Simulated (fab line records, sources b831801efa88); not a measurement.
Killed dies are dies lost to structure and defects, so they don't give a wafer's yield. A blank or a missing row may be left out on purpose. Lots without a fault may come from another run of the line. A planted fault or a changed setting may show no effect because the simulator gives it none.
Which tool did it? | flow sky130 | 15 lots, 45 wafers sampled, at 1 step of a route of 708

WHAT THE GAUGES READ, wafer by wafer
SKY_VIA3_CD_MEAS_12: target cd 200 nm.
lot  | measured     | on        | cd_nm (nm)
L177 | day 39 16:03 | cd_sem-02 | 202.4 203.2 200.3
L178 | day 40 03:56 | cd_sem-01 | 199.4 198.5 197.7
L179 | day 40 11:08 | cd_sem-01 | 199.6 200.7 200.0
L180 | day 40 12:11 | cd_sem-02 | 200.2 200.5 201.9
L181 | day 40 21:38 | cd_sem-02 | 201.7 201.2 201.1
L182 | day 41 05:50 | cd_sem-02 | 200.6 200.6 200.4
L183 | day 41 13:56 | cd_sem-01 | 199.5 199.6 199.3
L184 | day 41 19:08 | cd_sem-01 | 201.8 201.4 201.0
L187 | day 43 00:01 | cd_sem-01 | 199.3 199.0 198.2
L188 | day 43 11:50 | cd_sem-01 | 200.7 199.0 199.4
L189 | day 43 17:53 | cd_sem-02 | 200.8 199.9 200.2
L197 | day 45 04:14 | cd_sem-02 | 200.1 198.2 198.2
L198 | day 45 16:45 | cd_sem-01 | 200.5 202.0 201.3
L199 | day 45 19:06 | cd_sem-01 | 198.0 198.4 198.4
L200 | day 46 06:56 | cd_sem-02 | 200.4 200.5 201.1

WHICH TOOL RAN EACH LOT (tool, then ch and the chambers of the sampled wafers, then the start)
The record holds no process step before these readings.

WHAT THE TOOLS THEMSELVES READ (means of the sampled wafers that have a number; where no wafer has one, the mark that the record gives instead)
The record holds no such reading with a usual standard deviation.

THE ANSWER, worked out from the rows above alone
Rule: what is usual is taken from the lots themselves. Put in order of their means at a reading, lots are off if they are a third of the lots or fewer, leave a main group of 4 or more, and stand apart from it by a gap of 3 or more times the standard deviation of the main group's means; of several such gaps the widest counts. A main group whose means are all the same, to the digits that the tables above print for the reading, isn't used. A lot without any number at a reading at which 4 lots or more have one is off too. The other lots that the step has rows for count as sound. The gauges are gone through in route order, then the tools' own readings, and for those a lot's mean is taken as printed above. The first step at which some lot is off is used, and at that step the reading that is off furthest; a lot without a number counts as furthest.
No lot is off at any reading shown: from this, nothing can be told.

WHAT THE SIMULATOR HAD PUT IN
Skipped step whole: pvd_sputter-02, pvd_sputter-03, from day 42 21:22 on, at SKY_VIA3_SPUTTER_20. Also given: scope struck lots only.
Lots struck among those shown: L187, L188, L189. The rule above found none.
